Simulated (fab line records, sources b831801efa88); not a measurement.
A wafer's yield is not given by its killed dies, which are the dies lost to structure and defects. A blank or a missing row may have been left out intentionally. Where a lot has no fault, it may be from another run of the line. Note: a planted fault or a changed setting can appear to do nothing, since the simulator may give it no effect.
fab line records	flow sky130
record: lots: 13	wafers: 39	last_day: 50
route steps=708 shown SONOS_ONO@178 GATE_OXIDE@189 LDD_LDN@296 LI_CONTACT@382
lots that met no fault: from a run of the same line without faults
start_h: start of the lot's first displayed wafer, in hours after the record's first day	wait_h: how many hours have passed since the lot's step before this one	" as in the row above	L1.1+2: several wafers, shown together as one row	- no value present, or no start provided	* or withheld: withheld	< > ~ a bound
route shown NAME@n: names a module that has steps shown in the file, with the first one's number in the route	usual: mean and standard deviation over wafers with no fault	same: alike in all rows	chamber/n: place in a boat	sites: readings site by site	_std_site: standard deviation across them	_edge_site: inner sites' mean taken away from outer sites' mean	radius_mm: how far each site lies from the wafer's centre	mask NAME#n: copy n	behind: the last tool/chamber to shape the wafer	hold: cause of the lot's hold/its duration in hours/its outcome	device: which transistor (n, p or np) failed to switch	end of line: at the end of the route, the tests of the same wafers	a step without rows: its recipe alone	killed: dies lost to structure and defects at the first sort, not the wafer's yield	map: a wafer's dies, x killed, . not, _ none there
set.NAME: the run value of the setting; set.NAME@STEP: its run value at that earlier step	model.NAME: the simulator's own value behind a step, which no gauge read
steps of the route over a sample of lots; a table a step, a row a wafer
services: when a tool's chamber went out of use (start_h, in hours from the record's first day, below 0 if earlier), for how many hours, and the reason
== steps ==
step: SKY_SONOS_ONO_EXPOSE_10
recipe: mask_id: ONOM	target_cd_nm: 410	na: 0.6	source_shape: conventional	sigma_outer: 0.6	dose_mj: 150
usual: exposure_dose_mJ_cm2: 149.97/0.17
lot.wafer	tool	chamber	start_h	wait_h	mask	exposure_dose_mJ_cm2
L537.2	iline_stepper-02	0	271.84	-	ONOM#0	150.04
L537.5	"	0	"	"	ONOM#0	149.94
L537.6	"	0	"	"	ONOM#0	150.04
L539.1	iline_stepper-02	0	286.69	-	ONOM#0	149.91
L539.3	"	0	"	"	ONOM#0	149.91
L539.6	"	0	"	"	ONOM#0	149.97
L540.2	iline_stepper-01	0	295.25	-	ONOM#0	149.95
L540.4	"	0	"	"	ONOM#0	150.04
L540.5	"	0	"	"	ONOM#0	150.03
L542.1	iline_stepper-01	0	304.41	-	ONOM#0	149.96
L542.2	"	0	"	"	ONOM#0	150.24
L542.4	"	0	"	"	ONOM#0	150.35
L546.2	iline_stepper-02	0	338.04	-	ONOM#0	155.24
L546.5	"	0	"	"	ONOM#0	154.97
L546.6	"	0	"	"	ONOM#0	155.22
L547.1	iline_stepper-02	0	351.44	-	ONOM#0	153.83
L547.4	"	0	"	"	ONOM#0	154.07
L547.5	"	0	"	"	ONOM#0	153.70
L548.4	iline_stepper-02	0	352.73	-	ONOM#0	154.06
L548.5	"	0	"	"	ONOM#0	153.92
L548.6	"	0	"	"	ONOM#0	154.11
L550.1	iline_stepper-01	0	399.59	-	ONOM#0	149.99
L550.3	"	0	"	"	ONOM#0	149.74
L550.4	"	0	"	"	ONOM#0	149.80
L553.2	iline_stepper-01	0	402.41	-	ONOM#0	149.80
L553.3	"	0	"	"	ONOM#0	149.89
L553.4	"	0	"	"	ONOM#0	149.97
L555.3	iline_stepper-01	0	408.77	-	ONOM#0	150.01
L555.4	"	0	"	"	ONOM#0	149.66
L555.6	"	0	"	"	ONOM#0	150.10
L556.3	iline_stepper-01	0	416.23	-	ONOM#0	150.05
L556.4	"	0	"	"	ONOM#0	149.85
L556.5	"	0	"	"	ONOM#0	150.01
L557.2	iline_stepper-01	0	424.47	-	ONOM#0	150.07
L557.3	"	0	"	"	ONOM#0	150.01
L557.6	"	0	"	"	ONOM#0	149.79
L558.2	iline_stepper-01	0	437.29	-	ONOM#0	150.11
L558.3	"	0	"	"	ONOM#0	149.92
L558.6	"	0	"	"	ONOM#0	150.10
step: SKY_SONOS_ONO_CD_MEAS_13
recipe: target_cd_nm: 410
usual: cd_nm: 410.0/1.8
lot.wafer	tool	chamber	start_h	wait_h	cd_nm
L537.2	cd_sem-01	-	283.51	0.1	412.3
L537.5	"	-	"	"	409.8
L537.6	"	-	"	"	413.6
L539.1	cd_sem-02	-	298.84	0.1	409.2
L539.3	"	-	"	"	407.9
L539.6	"	-	"	"	411.5
L540.2	cd_sem-01	-	307.54	0.1	408.7
L540.4	"	-	"	"	409.0
L540.5	"	-	"	"	410.9
L542.1	cd_sem-01	-	316.91	0.1	410.3
L542.2	"	-	"	"	412.4
L542.4	"	-	"	"	411.5
L546.2	cd_sem-02	-	350.89	0.1	401.7
L546.5	"	-	"	"	399.9
L546.6	"	-	"	"	400.9
L547.1	cd_sem-01	-	364.77	0.1	401.8
L547.4	"	-	"	"	402.3
L547.5	"	-	"	"	400.8
L548.4	cd_sem-01	-	365.73	0.1	402.8
L548.5	"	-	"	"	405.4
L548.6	"	-	"	"	404.8
L550.1	cd_sem-01	-	415.62	0.1	409.6
L550.3	"	-	"	"	412.1
L550.4	"	-	"	"	410.8
L553.2	cd_sem-01	-	418.52	0.2	409.9
L553.3	"	-	"	"	410.0
L553.4	"	-	"	"	409.0
L555.3	cd_sem-02	-	423.48	0.1	410.1
L555.4	"	-	"	"	408.8
L555.6	"	-	"	"	408.5
L556.3	cd_sem-01	-	430.61	0.1	408.4
L556.4	"	-	"	"	410.2
L556.5	"	-	"	"	410.0
L557.2	cd_sem-02	-	439.01	0.1	409.8
L557.3	"	-	"	"	409.9
L557.6	"	-	"	"	406.8
L558.2	cd_sem-02	-	452.83	0.1	411.5
L558.3	"	-	"	"	412.5
L558.6	"	-	"	"	411.2
step: SKY_GATE_OXIDE_THK_MEAS_02
recipe: reads: SiO2_of_GATE_OXIDE_OXIDATION_01
usual: GATE_OXIDE_OXIDATION_00_THK: 10.22/0.2
lot.wafer	tool	chamber	start_h	wait_h	GATE_OXIDE_OXIDATION_00_THK[nm]
L537.2	film_metro-03	-	286.06	0.0	10.31
L537.5	"	-	"	"	10.35
L537.6	"	-	"	"	10.32
L539.1	film_metro-03	-	301.26	0.0	10.02
L539.3	"	-	"	"	10.23
L539.6	"	-	"	"	10.04
L540.2	film_metro-03	-	309.60	0.0	10.12
L540.4	"	-	"	"	10.21
L540.5	"	-	"	"	10.16
L542.1	film_metro-01	-	319.35	0.0	10.07
L542.2	"	-	"	"	10.25
L542.4	"	-	"	"	10.05
L546.2	film_metro-03	-	356.94	0.0	9.87
L546.5	"	-	"	"	9.97
L546.6	"	-	"	"	9.80
L547.1	film_metro-01	-	367.95	0.0	10.30
L547.4	"	-	"	"	10.48
L547.5	"	-	"	"	10.24
L548.4	film_metro-04	-	367.98	0.0	9.98
L548.5	"	-	"	"	9.84
L548.6	"	-	"	"	9.83
L550.1	film_metro-01	-	418.04	0.0	10.29
L550.3	"	-	"	"	10.46
L550.4	"	-	"	"	10.44
L553.2	film_metro-04	-	420.71	0.0	10.47
L553.3	"	-	"	"	10.53
L553.4	"	-	"	"	10.52
L555.3	film_metro-03	-	426.84	0.0	10.18
L555.4	"	-	"	"	10.25
L555.6	"	-	"	"	10.15
L556.3	film_metro-01	-	432.64	0.0	10.40
L556.4	"	-	"	"	10.46
L556.5	"	-	"	"	10.50
L557.2	film_metro-04	-	441.10	0.0	10.08
L557.3	"	-	"	"	10.24
L557.6	"	-	"	"	10.37
L558.2	film_metro-04	-	454.76	0.0	10.39
L558.3	"	-	"	"	10.22
L558.6	"	-	"	"	10.29
step: SKY_LDD_LDN_OVL_MEAS_07
usual: LDD_LDN_OVL: 0.5/1.2
lot.wafer	tool	chamber	start_h	wait_h	LDD_LDN_OVL[nm]
L537.2	overlay-01	-	523.67	0.1	0.2
L537.5	"	-	"	"	1.3
L537.6	"	-	"	"	1.4
L539.1	overlay-01	-	570.16	0.1	1.2
L539.3	"	-	"	"	2.5
L539.6	"	-	"	"	1.8
L540.2	overlay-02	-	573.07	0.1	0.4
L540.4	"	-	"	"	-2.1
L540.5	"	-	"	"	0.2
L542.1	overlay-02	-	573.76	0.1	0.7
L542.2	"	-	"	"	-0.5
L542.4	"	-	"	"	-0.1
L546.2	overlay-02	-	601.52	0.1	-0.8
L546.5	"	-	"	"	0.0
L546.6	"	-	"	"	-0.4
L548.4	overlay-02	-	615.78	0.1	2.2
L548.5	"	-	"	"	2.4
L548.6	"	-	"	"	1.7
L547.1	overlay-02	-	616.19	0.1	1.7
L547.4	"	-	"	"	0.0
L547.5	"	-	"	"	0.7
L550.1	overlay-01	-	664.62	0.1	0.6
L550.3	"	-	"	"	1.1
L550.4	"	-	"	"	2.2
L553.2	overlay-02	-	666.72	0.1	1.2
L553.3	"	-	"	"	1.6
L553.4	"	-	"	"	1.8
L555.3	overlay-01	-	670.77	0.1	0.7
L555.4	"	-	"	"	-1.1
L555.6	"	-	"	"	-0.1
L556.3	overlay-02	-	678.12	0.1	1.7
L556.4	"	-	"	"	2.2
L556.5	"	-	"	"	1.5
L557.2	overlay-01	-	685.82	0.1	-1.0
L557.3	"	-	"	"	-3.3
L557.6	"	-	"	"	-0.7
L558.2	overlay-01	-	698.07	0.1	3.1
L558.3	"	-	"	"	1.6
L558.6	"	-	"	"	1.5
step: SKY_LI_CONTACT_SPUTTER_20
recipe: material: TiN	target_thk_nm: 20	chamber_pressure_pa: 5	power_w: 4000	time_s: 80
usual: throttle_valve_pct: 30.1/0.97
lot.wafer	tool	chamber	start_h	wait_h	throttle_valve_pct
L537.2	pvd_sputter-03	-	674.82	0.0	30.6
L537.5	"	-	"	"	29.8
L537.6	"	-	"	"	30.5
L539.1	pvd_sputter-01	-	716.70	0.0	30.1
L539.3	"	-	"	"	28.7
L539.6	"	-	"	"	31.2
L540.2	pvd_sputter-03	-	718.91	0.0	30.6
L540.4	"	-	"	"	32.0
L540.5	"	-	"	"	32.4
L542.1	pvd_sputter-01	-	721.26	0.0	29.4
L542.2	"	-	"	"	28.7
L542.4	"	-	"	"	31.3
L546.2	pvd_sputter-03	-	748.29	0.0	32.0
L546.5	"	-	"	"	30.3
L546.6	"	-	"	"	32.0
L548.4	pvd_sputter-03	-	760.80	0.0	29.8
L548.5	"	-	"	"	32.4
L548.6	"	-	"	"	30.6
L547.1	pvd_sputter-04	-	761.15	0.0	29.3
L547.4	"	-	"	"	30.2
L547.5	"	-	"	"	29.2
L550.1	pvd_sputter-03	-	808.12	0.0	29.7
L550.3	"	-	"	"	30.3
L550.4	"	-	"	"	32.2
L553.2	pvd_sputter-03	-	810.80	0.0	30.4
L553.3	"	-	"	"	29.9
L553.4	"	-	"	"	30.1
L555.3	pvd_sputter-04	-	817.79	0.0	29.8
L555.4	"	-	"	"	30.3
L555.6	"	-	"	"	29.7
L556.3	pvd_sputter-04	-	820.56	0.0	30.2
L556.4	"	-	"	"	29.5
L556.5	"	-	"	"	29.7
L557.2	pvd_sputter-04	-	829.09	0.0	30.3
L557.3	"	-	"	"	28.9
L557.6	"	-	"	"	29.9
L558.2	pvd_sputter-03	-	839.65	0.0	30.5
L558.3	"	-	"	"	30.8
L558.6	"	-	"	"	29.9
== services ==
tool	chamber	start_h	hours	kind
pvd_sputter-03	-	273.45	6.4	repair
pvd_sputter-03	-	273.86	9.4	repair
iline_stepper-02	-	289.43	8.9	pm
pvd_sputter-01	-	319.11	3.7	repair
pvd_sputter-03	-	332.32	2.4	repair
iline_stepper-01	-	339.88	1.7	pm
iline_stepper-01	-	391.28	1.7	repair
iline_stepper-02	-	416.12	1.7	pm
iline_stepper-02	-	423.94	28.9	pm
pvd_sputter-03	-	431.63	85.8	repair
pvd_sputter-03	-	444.79	19.8	repair
iline_stepper-02	-	495.76	1.3	repair
pvd_sputter-01	-	535.98	1.2	repair
iline_stepper-01	-	558.06	1.7	pm
pvd_sputter-03	-	590.14	6.0	repair
iline_stepper-02	-	634.31	1.7	pm
pvd_sputter-03	-	635.54	0.5	repair
iline_stepper-01	-	636.82	9.0	repair
iline_stepper-02	-	658.77	4.4	pm
pvd_sputter-03	-	679.60	2.3	repair
pvd_sputter-03	-	704.53	3.8	repair
iline_stepper-01	-	720.07	14.7	repair
iline_stepper-01	-	776.24	1.7	pm
iline_stepper-01	-	815.34	10.0	repair
== key ==
first_sign: step: SKY_SONOS_ONO_EXPOSE_10	reading: exposure_dose_mJ_cm2	direction: up	sigmas: 26	usual: *	struck: *
effect: step: SKY_SONOS_ONO_CD_MEAS_13	reading: cd_nm	direction: down	sigmas: 4.2	usual: 410.0	struck: 402.3	through: control_loop
met_at SKY_SONOS_ONO_EXPOSE_10
struck_lots L546,L547,L548
tester_left_out L546,L547,L548
loop_trim: step: SKY_SONOS_ONO_EXPOSE_10	setting: dose	lots: L547,L548
not_acting_at SKY_GATE_OXIDE_THK_MEAS_02,SKY_LDD_LDN_OVL_MEAS_07,SKY_LI_CONTACT_SPUTTER_20
onset_between 286.69 338.04
fault: kind: process_parameter_drift	tool: iline_stepper-02	chamber: -	onset_h: 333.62	steps: SKY_SONOS_ONO_EXPOSE_10	channel: dose_mj	offset: 5.0327	shape: step	acts_in: these_recipes_only	stated: 150
tester_left_out: of these lots the tester's yield and bins aren't shown, on N5 and GAA mostly nor the transistor test; their killed dies are dies lost to structure and defects alone, not to doping, threshold or leakage, so they don't give the yield
loop_trim: a control loop set the setting to another value than it would have without faults
